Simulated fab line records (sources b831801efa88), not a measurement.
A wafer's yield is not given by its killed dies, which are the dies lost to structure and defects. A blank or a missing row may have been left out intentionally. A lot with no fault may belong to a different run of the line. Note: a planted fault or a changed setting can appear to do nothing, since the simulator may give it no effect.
Which tool did it? | flow sky130 | 12 lots with 36 wafers sampled at 5 steps, on a route of 708 steps

WHAT THE GAUGES SHOWED, per wafer
No reading from a measuring or inspecting step in the record can be judged against a usual standard deviation.

WHICH TOOL RAN EACH LOT (tool, then ch and the chambers of the sampled wafers, then the start)
lot  | SKY_VT_ADJUST_LVTN_STRIP_20         | SKY_VT_ADJUST_HVTR_STRIP_10         | SKY_VT_ADJUST_PCH_STRIP_09          | SKY_SONOS_TUNNEL_WET_ETCH_10   | SKY_PAD_OPEN_PROBE_99
L252 | plasmaAsher-02 ch 0,1, day 8 13:12  | plasmaAsher-03 ch 0,1, day 10 07:55 | plasmaAsher-03 ch 0,1, day 11 06:43 | wetBench-02 ch 3, day 12 07:29 | prober-01, day 46 16:01
L251 | plasmaAsher-02 ch 0,1, day 8 14:08  | plasmaAsher-03 ch 0,1, day 10 09:14 | plasmaAsher-02 ch 0,1, day 11 08:50 | wetBench-04 ch 2, day 12 09:07 | prober-02, day 46 15:39
L261 | plasmaAsher-03 ch 0,1, day 10 12:13 | plasmaAsher-04 ch 0,1, day 12 11:58 | plasmaAsher-04 ch 0,1, day 13 15:01 | wetBench-02 ch 2, day 14 12:43 | prober-01, day 48 12:08
L260 | plasmaAsher-02 ch 0,1, day 10 12:24 | plasmaAsher-03 ch 0,1, day 12 12:37 | plasmaAsher-04 ch 0,1, day 13 15:10 | wetBench-03 ch 3, day 14 12:46 | prober-02, day 48 15:41
L263 | plasmaAsher-01 ch 0,1, day 11 02:38 | plasmaAsher-04 ch 0,1, day 13 04:19 | plasmaAsher-02 ch 0,1, day 14 03:32 | wetBench-04 ch 2, day 15 04:22 | prober-02, day 48 17:14
L265 | plasmaAsher-03 ch 0,1, day 11 15:33 | plasmaAsher-04 ch 0,1, day 13 17:10 | plasmaAsher-04 ch 0, day 14 15:47   | wetBench-04 ch 0, day 15 19:59 | prober-02, day 49 08:19
L266 | plasmaAsher-02 ch 0,1, day 11 23:18 | plasmaAsher-04 ch 0,1, day 13 21:50 | plasmaAsher-02 ch 0,1, day 14 20:33 | wetBench-02 ch 3, day 16 01:16 | prober-01, day 49 08:33
L268 | plasmaAsher-02 ch 0,1, day 12 18:51 | plasmaAsher-03 ch 1, day 14 18:10   | plasmaAsher-02 ch 0,1, day 15 22:47 | wetBench-03 ch 1, day 17 03:19 | prober-01, day 49 22:35
L270 | plasmaAsher-01 ch 0,1, day 13 03:07 | plasmaAsher-03 ch 0,1, day 15 03:22 | plasmaAsher-03 ch 0,1, day 16 06:16 | wetBench-04 ch 2, day 17 11:04 | prober-01, day 50 07:59
L271 | plasmaAsher-02 ch 0,1, day 13 15:07 | plasmaAsher-01 ch 0,1, day 15 14:35 | plasmaAsher-03 ch 0,1, day 16 18:59 | wetBench-04 ch 1, day 17 23:55 | prober-02, day 50 09:38
L273 | plasmaAsher-03 ch 0,1, day 14 03:49 | plasmaAsher-04 ch 0, day 16 08:07   | plasmaAsher-04 ch 0,1, day 17 12:48 | wetBench-03 ch 2, day 18 17:16 | prober-02, day 50 22:08
L274 | plasmaAsher-01 ch 0,1, day 14 11:49 | plasmaAsher-01 ch 1, day 16 17:55   | plasmaAsher-04 ch 1, day 17 21:44   | wetBench-02 ch 1, day 19 02:40 | prober-01, day 50 23:32
- SKY_VT_ADJUST_LVTN_STRIP_20: strips in O2/N2.
- SKY_VT_ADJUST_HVTR_STRIP_10: strips in O2/N2.
- SKY_VT_ADJUST_PCH_STRIP_09: strips in O2/N2.
- SKY_SONOS_TUNNEL_WET_ETCH_10: etches SiO2 in dHF, target depth 14 nm, time 280 s.
- SKY_PAD_OPEN_PROBE_99

AS READ BY THE TOOLS THEMSELVES (means over the sampled wafers that have a number; for cases with no such wafer, the mark the record gives instead)
SKY_VT_ADJUST_LVTN_STRIP_20. Usual: drypumpMotorCurrentA 5.77 A, standard deviation 0.27; oesProductAu 0.715 a.u., standard deviation 0.0046; stripTimeToEndpointS 14.18 s, standard deviation 0.04.
lot  | tool           | drypumpMotorCurrentA (A) | oesProductAu (a.u.) | stripTimeToEndpointS (s) | flag
L252 | plasmaAsher-02 | 5.71                     | 0.712               | 14.24                    | 
L251 | plasmaAsher-02 | 5.74                     | 0.715               | 14.16                    | 
L261 | plasmaAsher-03 | 5.59                     | 0.718               | 14.20                    | 
L260 | plasmaAsher-02 | 5.73                     | 0.717               | 14.17                    | 
L263 | plasmaAsher-01 | 6.19                     | 0.718               | 14.16                    | 
L265 | plasmaAsher-03 | 5.58                     | 0.714               | 14.22                    | 
L266 | plasmaAsher-02 | 5.74                     | 0.716               | 14.15                    | 
L268 | plasmaAsher-02 | 5.68                     | 0.716               | 14.15                    | 
L270 | plasmaAsher-01 | 6.07                     | 0.717               | 14.16                    | 
L271 | plasmaAsher-02 | 5.73                     | 0.714               | 14.17                    | 
L273 | plasmaAsher-03 | 5.49                     | 0.715               | 14.15                    | 
L274 | plasmaAsher-01 | 6.08                     | 0.709               | 14.14                    | 

SKY_VT_ADJUST_HVTR_STRIP_10. Usual: drypumpMotorCurrentA 5.8 A, standard deviation 0.32; oesProductAu 0.716 a.u., standard deviation 0.0041; stripTimeToEndpointS 14.297 s, standard deviation 0.028.
lot  | tool           | drypumpMotorCurrentA (A) | oesProductAu (a.u.) | stripTimeToEndpointS (s) | flag
L252 | plasmaAsher-03 | 5.6                      | 0.711               | 14.305                   | 
L251 | plasmaAsher-03 | 5.6                      | 0.715               | 14.341                   | 
L261 | plasmaAsher-04 | 6.0                      | 0.716               | 14.307                   | 
L260 | plasmaAsher-03 | 5.5                      | 0.718               | 14.293                   | 
L263 | plasmaAsher-04 | 5.8                      | 0.712               | 14.315                   | 
L265 | plasmaAsher-04 | 6.0                      | 0.715               | 14.310                   | 
L266 | plasmaAsher-04 | 5.8                      | 0.719               | 14.333                   | 
L268 | plasmaAsher-03 | 5.4                      | 0.715               | 14.295                   | 
L270 | plasmaAsher-03 | 5.6                      | 0.717               | 14.288                   | 
L271 | plasmaAsher-01 | 6.1                      | 0.718               | 14.301                   | 
L273 | plasmaAsher-04 | 5.6                      | 0.716               | 14.337                   | 
L274 | plasmaAsher-01 | 6.3                      | 0.715               | 14.317                   | 

SKY_VT_ADJUST_PCH_STRIP_09. Usual: drypumpMotorCurrentA 5.77 A, standard deviation 0.27; oesProductAu 0.722 a.u., standard deviation 0.0045; stripTimeToEndpointS 36.88 s, standard deviation 0.14.
lot  | tool           | drypumpMotorCurrentA (A) | oesProductAu (a.u.) | stripTimeToEndpointS (s) | flag
L252 | plasmaAsher-03 | 5.56                     | 0.725               | 36.84                    | 
L251 | plasmaAsher-02 | 5.72                     | 0.727               | 36.89                    | 
L261 | plasmaAsher-04 | 5.98                     | 0.724               | 36.97                    | 
L260 | plasmaAsher-04 | 5.97                     | 0.724               | 36.89                    | 
L263 | plasmaAsher-02 | 5.75                     | 0.719               | 36.91                    | 
L265 | plasmaAsher-04 | 5.59                     | 0.723               | 36.77                    | 
L266 | plasmaAsher-02 | 5.69                     | 0.719               | 36.94                    | 
L268 | plasmaAsher-02 | 5.68                     | 0.724               | 36.70                    | 
L270 | plasmaAsher-03 | 5.51                     | 0.723               | 36.85                    | 
L271 | plasmaAsher-03 | 5.50                     | 0.719               | 36.89                    | 
L273 | plasmaAsher-04 | 5.99                     | 0.721               | 36.79                    | 
L274 | plasmaAsher-04 | 6.19                     | 0.718               | 36.91                    | 

SKY_SONOS_TUNNEL_WET_ETCH_10. Usual: bathHeatDutyPct 6.4 %, standard deviation 0.67; runLengthS 307.6 s, standard deviation 3.
lot  | tool        | bathHeatDutyPct (%) | runLengthS (s) | flag
L252 | wetBench-02 | 7.7                 | 306.3          | 
L251 | wetBench-04 | 7.2                 | 305.7          | 
L261 | wetBench-02 | -                   | -              | OFF
L260 | wetBench-03 | -                   | -              | OFF
L263 | wetBench-04 | 6.4                 | 305.1          | 
L265 | wetBench-04 | 5.6                 | 314.3          | 
L266 | wetBench-02 | 7.3                 | 312.6          | 
L268 | wetBench-03 | 6.4                 | 304.6          | 
L270 | wetBench-04 | 6.4                 | 312.7          | 
L271 | wetBench-04 | 6.2                 | 307.5          | 
L273 | wetBench-03 | 6.1                 | 306.0          | 
L274 | wetBench-02 | 5.9                 | 305.7          | 

SKY_PAD_OPEN_PROBE_99. Usual: killed_at_M0_to_M3 43, standard deviation 7.5; killed_at_M4_up 3.0, standard deviation 1.6; killedAtContacts 23, standard deviation 5.8; killedAtFrontEnd 14, standard deviation 4.8; killedAtOther 0.3, standard deviation 0.52; killedDies 84, standard deviation 9.1; killedOnRim 16, standard deviation 3.4; killedOpen 47, standard deviation 7.2; killedShort 37, standard deviation 5.8.
lot  | tool      | killed_at_M0_to_M3 | killed_at_M4_up | killedAtContacts | killedAtFrontEnd | killedAtOther | killedDies | killedOnRim | killedOpen | killedShort | flag
L252 | prober-01 | 41                 | 2.7             | 24               | 11               | 0.7           | 79         | 17          | 46         | 33          | 
L251 | prober-02 | 40                 | 2.7             | 26               | 13               | 0.0           | 82         | 15          | 46         | 36          | 
L261 | prober-01 | 37                 | 4.3             | 28               | 422              | 1.0           | 492        | 96          | 55         | 38          | OFF
L260 | prober-02 | 47                 | 3.3             | 23               | 418              | 0.0           | 492        | 96          | 46         | 39          | OFF
L263 | prober-02 | 43                 | 4.7             | 18               | 15               | 0.0           | 81         | 15          | 45         | 36          | 
L265 | prober-02 | 46                 | 3.7             | 25               | 17               | 0.3           | 92         | 20          | 51         | 41          | 
L266 | prober-01 | 43                 | 3.3             | 21               | 10               | 0.0           | 77         | 12          | 41         | 36          | 
L268 | prober-01 | 48                 | 3.0             | 26               | 14               | 0.0           | 90         | 16          | 56         | 34          | 
L270 | prober-01 | 48                 | 2.0             | 19               | 10               | 0.7           | 80         | 17          | 46         | 34          | 
L271 | prober-02 | 40                 | 3.0             | 26               | 14               | 0.0           | 83         | 17          | 46         | 38          | 
L273 | prober-02 | 52                 | 2.7             | 20               | 14               | 0.3           | 89         | 20          | 52         | 37          | 
L274 | prober-01 | 46                 | 1.7             | 30               | 20               | 0.3           | 98         | 20          | 58         | 40          | 

THE ANSWER, worked out from the rows above alone
Rule: a lot is off if the mean of its wafers that have a number lies more than 3 standard deviations from the usual mean. A lot without any number at a reading at which 4 lots or more have one is off too. All remaining lots with rows at the step are treated as sound. After the gauges, taken in route order, come the tools' own readings; for these a lot's mean is taken, as printed above. At the first step where some lot is off, the reading lying furthest off is the one used; lots without a number count as furthest.
Off, at SKY_SONOS_TUNNEL_WET_ETCH_10 on bathHeatDutyPct: L261, L260. Without a number there: L261, L260.
A tool fits if, at that step or a process step before it, it ran every lot that is off, and no sound lot after the first of them. None of those tried fits.

WHAT THE SIMULATOR PUT IN
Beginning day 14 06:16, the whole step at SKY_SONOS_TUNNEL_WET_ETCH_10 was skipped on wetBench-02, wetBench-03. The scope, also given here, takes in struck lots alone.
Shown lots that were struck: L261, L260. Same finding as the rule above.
